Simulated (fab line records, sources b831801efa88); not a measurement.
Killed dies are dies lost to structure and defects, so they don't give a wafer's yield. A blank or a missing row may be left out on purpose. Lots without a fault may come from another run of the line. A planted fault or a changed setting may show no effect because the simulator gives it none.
Which tool did it? | flow sky130 | 11 lots, 30 wafers sampled, at 3 steps of a route of 708

WHAT THE GAUGES READ, wafer by wafer
SKY_PASSIVATION_THK_MEAS_03.
lot  | measured     | on            | PASSIVATION_CVD_02_THK (nm)
L215 | day 43 22:43 | film_metro-02 | 535 529 532
L216 | day 44 16:19 | film_metro-02 | 534 524 541
L217 | day 44 21:09 | film_metro-03 | 544 549 548
L222 | day 46 14:16 | film_metro-03 | 547 726
L224 | day 46 17:57 | film_metro-02 | 701 717
L225 | day 46 16:52 | film_metro-03 | 545 721
L229 | day 47 19:23 | film_metro-01 | 535 548 542
L231 | day 48 05:36 | film_metro-03 | 544 545 551
L232 | day 48 12:59 | film_metro-01 | 528 543 534
L236 | day 49 16:26 | film_metro-01 | 537 545 538
L238 | day 49 17:34 | film_metro-01 | 544 546 549

WHICH TOOL RAN EACH LOT (tool, then ch and the chambers of the sampled wafers, then the start)
lot  | SKY_POLY_GATE_ETCH_16              | SKY_PASSIVATION_CVD_02
L215 | rie_diel-04 ch 1,2,3, day 16 08:53 | pecvd-03 ch 0,1,2, day 43 22:30
L216 | rie_diel-03 ch 0,1, day 17 04:05   | pecvd-03 ch 0,1,2, day 44 16:06
L217 | rie_diel-03 ch 0,1, day 17 11:29   | pecvd-02 ch 0,1,2, day 44 20:55
L222 | rie_diel-01 ch 1,2, day 19 22:01   | pecvd-02 ch 1,2, day 46 14:07
L224 | rie_diel-01 ch 3, day 20 03:28     | pecvd-02 ch 1,2, day 46 17:43
L225 | rie_diel-03 ch 2,3, day 20 02:05   | pecvd-02 ch 0,2, day 46 16:43
L229 | rie_diel-01 ch 0,3, day 21 21:56   | pecvd-03 ch 0,1, day 47 19:03
L231 | rie_diel-03 ch 0,2, day 22 08:59   | pecvd-04 ch 0,1, day 48 05:21
L232 | rie_diel-03 ch 2,3, day 22 19:13   | pecvd-03 ch 0,2, day 48 12:45
L236 | rie_diel-01 ch 0,2, day 24 11:17   | pecvd-04 ch 2, day 49 16:05
L238 | rie_diel-04 ch 0,1,2, day 24 19:14 | pecvd-04 ch 0,2, day 49 17:20
- SKY_POLY_GATE_ETCH_16: etches Si3N4 in CH3F/O2, stops on poly-Si, time 147.5 s, target depth 75 nm.
- SKY_PASSIVATION_CVD_02: deposits Si3N4, target thk 540 nm.

THE ANSWER, worked out from the rows above alone
Rule: what is usual is taken from the lots themselves. Put in order of their means at a reading, lots are off if they are a third of the lots or fewer, leave a main group of 4 or more, and stand apart from it by a gap of 3 or more times the standard deviation of the main group's means; of several such gaps the widest counts. A main group whose means are all the same, to the digits that the tables above print for the reading, isn't used. A lot without any number at a reading at which 4 lots or more have one is off too. The other lots that the step has rows for count as sound.
Off: L222, L224, L225, at SKY_PASSIVATION_THK_MEAS_03 (PASSIVATION_CVD_02_THK). The main group: mean 540 nm, standard deviation 5.9.
A tool fits if, at a process step before that reading, it ran every lot that is off, and no sound lot after the first of them. The gauges at SKY_PASSIVATION_THK_MEAS_03 are tried like those tools. One fits: pecvd-02 at SKY_PASSIVATION_CVD_02. Its last sound lot is L217 (day 44 20:55), its first lot that is off L222 (day 46 14:07): a fault that began between those two fits.

WHAT THE SIMULATOR HAD PUT IN
Process parameter drift: pecvd-02, from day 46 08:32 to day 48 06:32, at SKY_PASSIVATION_CVD_02. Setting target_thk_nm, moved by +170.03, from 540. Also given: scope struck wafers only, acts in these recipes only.
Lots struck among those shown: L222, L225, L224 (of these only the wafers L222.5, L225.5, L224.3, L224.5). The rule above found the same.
